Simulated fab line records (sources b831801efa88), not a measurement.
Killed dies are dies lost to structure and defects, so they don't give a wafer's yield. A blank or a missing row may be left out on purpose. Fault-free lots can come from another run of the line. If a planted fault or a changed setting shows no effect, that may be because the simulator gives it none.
Chamber matching | flow gf180mcu | GF_M5_ETCH_09 on rie-diel-04 has 4 sister chambers
The step etches Si3N4 in CF4/O2, target depth 52 nm, time 11.6 s. 4 wafers are shown with their chamber, then 7 later ones without.

## WAFERS, EACH WITH ITS CHAMBER
wafer  | chamber | drypump-motor-current-A (A)
L080.1 | 0       | 6.1
L080.5 | 3       | 4.7
L089.2 | 1       | 5.6
L089.4 | 2       | 6.5

## WAFERS WITH NO CHAMBER GIVEN
wafer  | drypump-motor-current-A (A)
L089.6 | 4.7
L091.2 | 4.7
L091.4 | 4.7
L091.5 | 6.6
L092.2 | 4.7
L092.3 | 6.5
L092.6 | 5.6

## EACH ONE'S CHAMBER
wafer  | from the rows above | in truth
L089.6 | 3                   | 3
L091.2 | 3                   | 3
L091.4 | 3                   | 3
L091.5 | 2                   | 2
L092.2 | 3                   | 3
L092.3 | 2                   | 2
L092.6 | 1                   | 1
Placed correctly: 7 of 7. Left unplaced by these rows: 0. Wrongly placed: 0.
How it was worked out, from the rows above alone: a wafer's distance from a chamber is the root of the sum, over the readings, of the square of ((its reading less the chamber's mean) divided by the reading's scatter). If the next closest chamber is less than 2 further off than the closest, the wafer can't be placed; otherwise it belongs to the closest. The mean given for a chamber averages the wafers shown for that chamber. The scatter (one wafer shown for each chamber): square how far every hidden wafer sits from the nearest shown wafer, average those squares and take the square root.
